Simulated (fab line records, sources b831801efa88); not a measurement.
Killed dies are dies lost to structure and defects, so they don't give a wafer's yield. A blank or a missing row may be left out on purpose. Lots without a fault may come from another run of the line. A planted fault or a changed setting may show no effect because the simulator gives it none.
A struck lot beside a sound one | flow gf180mcu | 15 steps out of a route of 602
Sound: wafers L714.1, L714.2, L714.3. Struck: wafer L712.3. (L712.4 of the same lot was not struck and is left out.) The cause comes at the end.
At each step with rows: each side's tool, then ch and its chambers, then its first start. Under that, the readings that differ: sound wafers | struck wafers | difference of the means | sigmas: that difference in standard deviations of wafers without a fault.
alike: readings whose means differ by less than 2 such deviations, and words and numbers that are the same on both sides. not compared: withheld readings, readings that some wafer has no value for, bounds like >300 that may hide the same value, and numbers for which the record gives no deviation and whose values overlap.
The two part at a step that has a row with sigmas, a row that says differs or no value, or rows on one side only. Numbers that don't overlap but have no deviation are shown without sigmas and don't part them. A reading that every wafer of one side lacks parts them only if that side has two wafers or more.

GF_CONTACT_ETCH_16: etches BARC in N2/H2.
  sound on rie_diel-01 ch 0,1,2, day 23 20:27; struck on rie_diel-01 ch 3, day 23 11:13
  reading               | sound             | struck | difference | sigmas
  oes_product_au (a.u.) | 0.871 0.862 0.858 | 0.849  | -0.015     | -3
  alike: drypump_motor_current_A, rf_fwd_power_W, throttle_valve_pct
then, 1 step without rows for these wafers: GF_CONTACT_ETCH_17 (etches SiO2 in C4F8/O2/Ar, stops on CoSi2, target depth 860 nm).
GF_CONTACT_STRIP_18: strips in O2/N2.
  sound on plasma_asher-01 ch 0,1, day 23 20:37; struck on plasma_asher-01 ch 0, day 23 11:25
  alike: drypump_motor_current_A, heater_power_w, o2_flow_sccm, oes_product_au
  not compared: rf_hours_counter_h
then, 3 steps without rows for these wafers: GF_CONTACT_CLEAN_19 (cleans in SPM); GF_CONTACT_CLEAN_20 (cleans in DIW); GF_CONTACT_CLEAN_21 (cleans in dHF, time 20 s).
GF_CONTACT_SPUTTER_22: material Ti, target thk 15 nm, time 80.02 s.
  sound on pvd_sputter-04, day 23 20:55; struck on pvd_sputter-02, day 23 11:41
  alike: throttle_valve_pct
GF_CONTACT_SPUTTER_23: material TiN, target thk 10 nm, time 40 s.
  sound on pvd_sputter-04, day 23 20:59; struck on pvd_sputter-02, day 23 11:44
  alike: throttle_valve_pct
then, 1 step without rows for these wafers: GF_CONTACT_CVD_24 (deposits W, target thk 300 nm, time 90.339 s).
GF_CONTACT_RS_MEAS_25: measures by four-point-probe.
  sound on film_metro-04, day 23 21:07; struck on film_metro-04, day 23 11:55
  alike: CONTACT_W_RS
GF_CONTACT_THK_MEAS_26: measures by xrf.
  sound on film_metro-04, day 23 21:14; struck on film_metro-04, day 23 12:01
  alike: CONTACT_W_THK
GF_CONTACT_CMP_27: polishes, stops on SiO2, t overpolish 15 s, target thk 0 nm.
  sound on cmp-02 ch 1,2,3, day 23 21:18; struck on cmp-01 ch 1, day 23 12:04
  alike: motor_current_A, overpolish_run_s, time_to_endpoint_s
GF_M1_SPUTTER_00: material Ti, target thk 37.5 nm, time 150 s.
  sound on pvd_sputter-01, day 23 21:36; struck on pvd_sputter-03, day 23 12:22
  reading                               | sound            | struck | difference | sigmas
  model.Ti_of_M1_SPUTTER_00.thk_nm (nm) | 37.35 37.43 37.3 | 23.78  | -13.58     |
  alike: throttle_valve_pct
then, 2 steps without rows for these wafers: GF_M1_SPUTTER_01 (material TiN, target thk 30 nm, time 25 s); GF_PASSIVATION_PROBE_99.

WHERE THEY PART
Only at GF_CONTACT_ETCH_16, within this record. Later steps at which nothing parts them and some readings are alike: GF_CONTACT_STRIP_18, GF_CONTACT_SPUTTER_22, GF_CONTACT_SPUTTER_23, GF_CONTACT_RS_MEAS_25, GF_CONTACT_THK_MEAS_26, GF_CONTACT_CMP_27, GF_M1_SPUTTER_00.

WHY: what the simulator had put in
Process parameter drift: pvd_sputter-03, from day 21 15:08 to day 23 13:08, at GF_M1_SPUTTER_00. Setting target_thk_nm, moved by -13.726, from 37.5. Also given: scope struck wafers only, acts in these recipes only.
